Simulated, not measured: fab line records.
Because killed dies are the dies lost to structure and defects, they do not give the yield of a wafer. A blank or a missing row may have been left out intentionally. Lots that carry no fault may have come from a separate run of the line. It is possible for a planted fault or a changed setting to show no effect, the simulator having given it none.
The tool behind it: which one? :: flow gf180mcu :: 33 wafers from 11 lots sampled at 3 of the route's 602 steps

== WHAT EACH GAUGE READ, for each wafer ==
GF_V5_CD_MEAS_14: the cd target is 260 nm. Usual: cd nm at 260.4 nm, with a standard deviation of 1.4.
lot: L933
measured: day 27 02:42
on: cd sem-01
cd nm (nm): 256.8 257.7 257.4
flag: 

lot: L936
measured: day 28 03:55
on: cd sem-01
cd nm (nm): 258.4 257.7 257.9
flag: 

lot: L937
measured: day 28 14:08
on: cd sem-02
cd nm (nm): 259.5 258.9 260.5
flag: 

lot: L938
measured: day 29 01:02
on: cd sem-01
cd nm (nm): 263.0 261.5 262.4
flag: 

lot: L942
measured: day 30 05:52
on: cd sem-02
cd nm (nm): 258.5 258.0 260.1
flag: 

lot: L943
measured: day 30 08:03
on: cd sem-02
cd nm (nm): 261.4 261.7 261.9
flag: 

lot: L944
measured: day 30 10:00
on: cd sem-01
cd nm (nm): 262.5 261.3 262.3
flag: 

lot: L947
measured: day 31 08:21
on: cd sem-01
cd nm (nm): 260.8 260.6 259.6
flag: 

lot: L951
measured: day 32 08:53
on: cd sem-01
cd nm (nm): 261.7 262.2 261.5
flag: 

lot: L948
measured: day 32 14:22
on: cd sem-01
cd nm (nm): 259.3 259.2 258.9
flag: 

lot: L956
measured: day 33 12:14
on: cd sem-01
cd nm (nm): 260.6 260.0 259.7
flag: 

== EACH LOT AND THE TOOL THAT RAN IT (in order: tool; ch and the chambers of the sampled wafers; start) ==
lot: L933
GF_MIM_SPUTTER_00: pvd sputter-04, day 24 08:20
GF_MIM_SPUTTER_07: pvd sputter-02, day 24 08:40

lot: L936
GF_MIM_SPUTTER_00: pvd sputter-04, day 25 12:52
GF_MIM_SPUTTER_07: pvd sputter-02, day 25 13:11

lot: L937
GF_MIM_SPUTTER_00: pvd sputter-04, day 25 23:05
GF_MIM_SPUTTER_07: pvd sputter-02, day 25 23:25

lot: L938
GF_MIM_SPUTTER_00: pvd sputter-02, day 26 11:11
GF_MIM_SPUTTER_07: pvd sputter-01, day 26 11:30

lot: L942
GF_MIM_SPUTTER_00: pvd sputter-01, day 27 19:02
GF_MIM_SPUTTER_07: pvd sputter-04, day 27 19:22

lot: L943
GF_MIM_SPUTTER_00: pvd sputter-04, day 27 21:01
GF_MIM_SPUTTER_07: pvd sputter-01, day 27 21:21

lot: L944
GF_MIM_SPUTTER_00: pvd sputter-04, day 27 22:58
GF_MIM_SPUTTER_07: pvd sputter-01, day 27 23:17

lot: L947
GF_MIM_SPUTTER_00: pvd sputter-01, day 28 23:28
GF_MIM_SPUTTER_07: pvd sputter-02, day 28 23:47

lot: L951
GF_MIM_SPUTTER_00: pvd sputter-01, day 30 02:30
GF_MIM_SPUTTER_07: pvd sputter-02, day 30 02:49

lot: L948
GF_MIM_SPUTTER_00: pvd sputter-04, day 30 08:03
GF_MIM_SPUTTER_07: pvd sputter-02, day 30 08:22

lot: L956
GF_MIM_SPUTTER_00: pvd sputter-04, day 31 09:08
GF_MIM_SPUTTER_07: pvd sputter-02, day 31 09:27
- GF_MIM_SPUTTER_00: material Ti, target thk 37.5 nm, time 150 s.
- GF_MIM_SPUTTER_07: material TiN, target thk 60 nm, time 50 s.

== AS READ BY THE TOOLS THEMSELVES (means over the sampled wafers that have a number; for cases with no such wafer, the mark the record gives instead) ==
GF_MIM_SPUTTER_00. Usual: chamber pressure pa 2.000 Pa, standard deviation 0.004; throttle valve pct 29.4 %, standard deviation 0.97.
lot: L933
tool: pvd sputter-04
chamber pressure pa (Pa): 1.999
throttle valve pct (%): 29.3
flag: 

lot: L936
tool: pvd sputter-04
chamber pressure pa (Pa): 1.999
throttle valve pct (%): 29.2
flag: 

lot: L937
tool: pvd sputter-04
chamber pressure pa (Pa): 1.999
throttle valve pct (%): 29.7
flag: 

lot: L938
tool: pvd sputter-02
chamber pressure pa (Pa): 2.000
throttle valve pct (%): 30.3
flag: 

lot: L942
tool: pvd sputter-01
chamber pressure pa (Pa): 1.998
throttle valve pct (%): 29.7
flag: 

lot: L943
tool: pvd sputter-04
chamber pressure pa (Pa): 2.001
throttle valve pct (%): 28.7
flag: 

lot: L944
tool: pvd sputter-04
chamber pressure pa (Pa): 2.001
throttle valve pct (%): 28.8
flag: 

lot: L947
tool: pvd sputter-01
chamber pressure pa (Pa): 2.001
throttle valve pct (%): 30.1
flag: 

lot: L951
tool: pvd sputter-01
chamber pressure pa (Pa): 1.999
throttle valve pct (%): 30.1
flag: 

lot: L948
tool: pvd sputter-04
chamber pressure pa (Pa): 2.005
throttle valve pct (%): 29.2
flag: 

lot: L956
tool: pvd sputter-04
chamber pressure pa (Pa): 1.999
throttle valve pct (%): 29.3
flag: 

GF_MIM_SPUTTER_07. Usual: chamber pressure pa 0.4001 Pa, standard deviation 0.00073; throttle valve pct 29.6 %, standard deviation 1.1.
lot: L933
tool: pvd sputter-02
chamber pressure pa (Pa): 0.4006
throttle valve pct (%): 27.7
flag: 

lot: L936
tool: pvd sputter-02
chamber pressure pa (Pa): 0.3998
throttle valve pct (%): 30.0
flag: 

lot: L937
tool: pvd sputter-02
chamber pressure pa (Pa): 0.3999
throttle valve pct (%): 29.7
flag: 

lot: L938
tool: pvd sputter-01
chamber pressure pa (Pa): 0.4001
throttle valve pct (%): 29.7
flag: 

lot: L942
tool: pvd sputter-04
chamber pressure pa (Pa): 0.4007
throttle valve pct (%): 29.0
flag: 

lot: L943
tool: pvd sputter-01
chamber pressure pa (Pa): 0.3995
throttle valve pct (%): 30.3
flag: 

lot: L944
tool: pvd sputter-01
chamber pressure pa (Pa): 0.4006
throttle valve pct (%): 30.6
flag: 

lot: L947
tool: pvd sputter-02
chamber pressure pa (Pa): 0.4003
throttle valve pct (%): 28.9
flag: 

lot: L951
tool: pvd sputter-02
chamber pressure pa (Pa): 0.3998
throttle valve pct (%): 27.9
flag: 

lot: L948
tool: pvd sputter-02
chamber pressure pa (Pa): 0.3996
throttle valve pct (%): 29.0
flag: 

lot: L956
tool: pvd sputter-02
chamber pressure pa (Pa): 0.3995
throttle valve pct (%): 29.0
flag: 

== THE ANSWER, worked out from the rows above alone ==
Rule: take the mean of a lot's wafers that have a number; if it is more than 3 standard deviations from the usual mean, the lot is off. Also off: a lot with no number at a reading for which 4 or more lots have one. Any other lot the step has rows for is counted as sound. After the gauges, taken in route order, come the tools' own readings; for these a lot's mean is taken, as printed above. The first step at which some lot is off is used, and at that step the reading that is off furthest; a lot without a number counts as furthest.
No lot is off at any reading shown: from this, nothing can be told.

== WHAT THE SIMULATOR PUT IN ==
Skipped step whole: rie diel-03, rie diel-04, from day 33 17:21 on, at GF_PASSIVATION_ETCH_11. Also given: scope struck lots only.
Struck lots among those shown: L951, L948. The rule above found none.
